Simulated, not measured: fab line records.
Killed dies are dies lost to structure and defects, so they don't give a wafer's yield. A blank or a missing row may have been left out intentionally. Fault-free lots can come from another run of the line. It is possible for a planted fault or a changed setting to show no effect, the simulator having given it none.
Which tool is to blame? | flow sky130 | 14 lots, 40 wafers sampled, at 4 steps of a route of 708

## WHAT EACH GAUGE READ, for each wafer
SKY_SONOS_ONO_THK_MEAS_01. Usual: SONOS_ONO_OXIDATION_THK typically reads 2.60 nm, with standard deviation 0.062.
lot  | measured     | on            | SONOS_ONO_OXIDATION_THK (nm) | flag
L104 | day 11 14:15 | film_metro-04 | 2.57 2.56 2.60               |
L105 | day 11 16:52 | film_metro-02 | 2.60 2.58 2.67               |
L106 | day 12 04:59 | film_metro-02 | 2.48 2.48 2.46               |
L109 | day 12 23:28 | film_metro-01 | 2.56 2.55 2.60               |
L114 | day 14 19:00 | film_metro-04 | 2.54 2.61                    |
L116 | day 15 11:25 | film_metro-04 | 2.62 2.58                    |
L117 | day 15 15:42 | film_metro-02 | 2.62 2.59 2.55               |
L118 | day 15 22:53 | film_metro-02 | 2.56 2.67 2.64               |
L122 | day 17 07:34 | film_metro-01 | 2.63 2.70 2.68               |
L123 | day 17 21:33 | film_metro-04 | 2.56 2.61 2.61               |
L124 | day 17 23:19 | film_metro-02 | 2.62 2.50 2.72               |
L125 | day 18 02:17 | film_metro-02 | 2.59 2.54 2.61               |
L126 | day 18 13:09 | film_metro-04 | 2.53 2.53 2.61               |
L127 | day 18 22:11 | film_metro-04 | 2.50 2.57 2.61               |

SKY_SONOS_ONO_THK_MEAS_03. Usual: SONOS_ONO_CVD_02_THK typically reads 10.51 nm, with standard deviation 0.12.
lot  | measured     | on            | SONOS_ONO_CVD_02_THK (nm) | flag
L104 | day 11 16:58 | film_metro-04 | 10.57 10.45 10.46         |
L105 | day 11 18:01 | film_metro-02 | 10.54 10.41 10.45         |
L106 | day 12 07:33 | film_metro-01 | 10.37 10.51 10.37         |
L109 | day 13 00:34 | film_metro-02 | 10.52 10.52 10.46         |
L114 | day 14 20:07 | film_metro-02 | 10.46 10.39               |
L116 | day 15 17:10 | film_metro-01 | 10.46 10.47               |
L117 | day 15 17:10 | film_metro-02 | 10.77 10.64 10.75         |
L118 | day 16 00:26 | film_metro-02 | 10.80 10.69 10.75         |
L122 | day 17 10:30 | film_metro-04 | 10.64 10.69 10.57         |
L123 | day 18 00:04 | film_metro-04 | 10.60 10.69 10.66         |
L124 | day 18 02:54 | film_metro-01 | 10.45 10.41 10.38         |
L125 | day 18 03:56 | film_metro-04 | 10.46 10.47 10.44         |
L126 | day 18 14:16 | film_metro-04 | 10.37 10.37 10.37         |
L127 | day 18 23:17 | film_metro-01 | 10.43 10.71 10.48         |

SKY_POLY_GATE_CD_MEAS_22. Usual: cd_nm reads 149.9 nm (standard deviation 2.1).
lot  | measured     | on        | cd_nm (nm)        | flag
L104 | day 16 12:16 | cd_sem-01 | 148.8 147.6 149.4 |
L105 | day 16 20:46 | cd_sem-02 | 150.2 150.8 151.1 |
L106 | day 17 11:32 | cd_sem-02 | 147.7 147.3 147.5 |
L109 | day 18 02:55 | cd_sem-01 | 148.9 151.2 155.0 |
L114 | day 20 04:23 | cd_sem-02 | 148.2 148.9       |
L116 | day 21 03:34 | cd_sem-02 | 149.3 152.0       |
L117 | day 21 05:11 | cd_sem-02 | 148.7 147.9 147.9 |
L118 | day 21 13:34 | cd_sem-01 | 150.4 146.3 151.8 |
L122 | day 23 01:18 | cd_sem-01 | 149.3 150.3 151.8 |
L123 | day 23 13:14 | cd_sem-01 | 150.1 151.1 151.9 |
L124 | day 23 15:37 | cd_sem-01 | 150.2 148.8 150.8 |
L125 | day 23 17:05 | cd_sem-01 | 150.4 150.3 149.7 |
L126 | day 24 03:20 | cd_sem-02 | 153.6 153.6 153.3 |
L127 | day 24 12:44 | cd_sem-02 | 154.4 153.0 153.7 |

## WHAT TOOL EACH LOT RAN ON (gives the tool, then ch and the chambers of the sampled wafers, and finally the start)
lot  | SKY_POLY_GATE_ETCH_15
L104 | rie_diel-03 ch 0,1, day 16 09:14
L105 | rie_diel-03 ch 0,1,2, day 16 18:41
L106 | rie_diel-03 ch 1,2, day 17 06:49
L109 | rie_diel-01 ch 1,3, day 18 00:49
L114 | rie_diel-03 ch 1,2, day 20 01:50
L116 | rie_diel-03 ch 2, day 21 01:50
L117 | rie_diel-03 ch 0,1,3, day 21 03:28
L118 | rie_diel-04 ch 0,2,3, day 21 11:47
L122 | rie_diel-01 ch 0,1,3, day 22 23:23
L123 | rie_diel-03 ch 0,1,3, day 23 11:29
L124 | rie_diel-03 ch 0,1,3, day 23 13:53
L125 | rie_diel-03 ch 0,1,2, day 23 15:23
L126 | rie_diel-01 ch 0,1, day 24 01:38
L127 | rie_diel-03 ch 2,3, day 24 10:59
- SKY_POLY_GATE_ETCH_15: etches BARC in N2/H2, stops on SiO2, time 118.5 s, target depth 110 nm.

## AS READ BY THE TOOLS THEMSELVES (means over the sampled wafers that have a number; for cases with no such wafer, the mark the record gives instead)
SKY_POLY_GATE_ETCH_15. Usual: drypump_motor_current_A 5.9 A, standard deviation 0.44; oes_product_au 0.716 a.u., standard deviation 0.0048; run_length_s 146.9 s, standard deviation 0.41; throttle_valve_pct 13.213 %, standard deviation 0.0087.
lot  | tool        | drypump_motor_current_A (A) | oes_product_au (a.u.) | run_length_s (s) | throttle_valve_pct (%) | flag
L104 | rie_diel-03 | 5.8                         | 0.718                 | 146.9            | 13.213                 |
L105 | rie_diel-03 | 6.0                         | 0.718                 | 147.0            | 13.205                 |
L106 | rie_diel-03 | 6.3                         | 0.726                 | 146.7            | 13.207                 |
L109 | rie_diel-01 | 5.6                         | 0.719                 | 147.1            | 13.207                 |
L114 | rie_diel-03 | 6.2                         | 0.709                 | 148.7            | 13.212                 | OFF
L116 | rie_diel-03 | 6.3                         | 0.714                 | 148.6            | 13.209                 | OFF
L117 | rie_diel-03 | 5.8                         | 0.713                 | 148.2            | 13.206                 | OFF
L118 | rie_diel-04 | 5.6                         | 0.711                 | 146.7            | 13.215                 |
L122 | rie_diel-01 | 5.9                         | 0.717                 | 147.2            | 13.212                 |
L123 | rie_diel-03 | 5.8                         | 0.717                 | 146.8            | 13.223                 |
L124 | rie_diel-03 | 5.8                         | 0.712                 | 147.1            | 13.219                 |
L125 | rie_diel-03 | 5.9                         | 0.717                 | 147.1            | 13.213                 |
L126 | rie_diel-01 | 6.0                         | 0.714                 | 147.2            | 13.211                 |
L127 | rie_diel-03 | 6.1                         | 0.718                 | 146.9            | 13.215                 |

## THE ANSWER, worked out from the rows above alone
Rule: a lot counts as off when the mean over its wafers that have a number is more than 3 standard deviations away from the usual mean. Also off: a lot with no number at a reading for which 4 or more lots have one. Where the step has rows for the other lots, those lots are counted as sound. After the gauges, taken in route order, come the tools' own readings; for these a lot's mean is taken, as printed above. At the first step where some lot is off, the reading lying furthest off is the one used; lots without a number count as furthest.
Off, at SKY_POLY_GATE_ETCH_15 on run_length_s: L114, L116, L117.
A tool fits if, at that step or a process step before it, it ran every lot that is off, and no sound lot after the first of them. No candidate that was tried fits.

## WHAT THE SIMULATOR HAD PUT IN
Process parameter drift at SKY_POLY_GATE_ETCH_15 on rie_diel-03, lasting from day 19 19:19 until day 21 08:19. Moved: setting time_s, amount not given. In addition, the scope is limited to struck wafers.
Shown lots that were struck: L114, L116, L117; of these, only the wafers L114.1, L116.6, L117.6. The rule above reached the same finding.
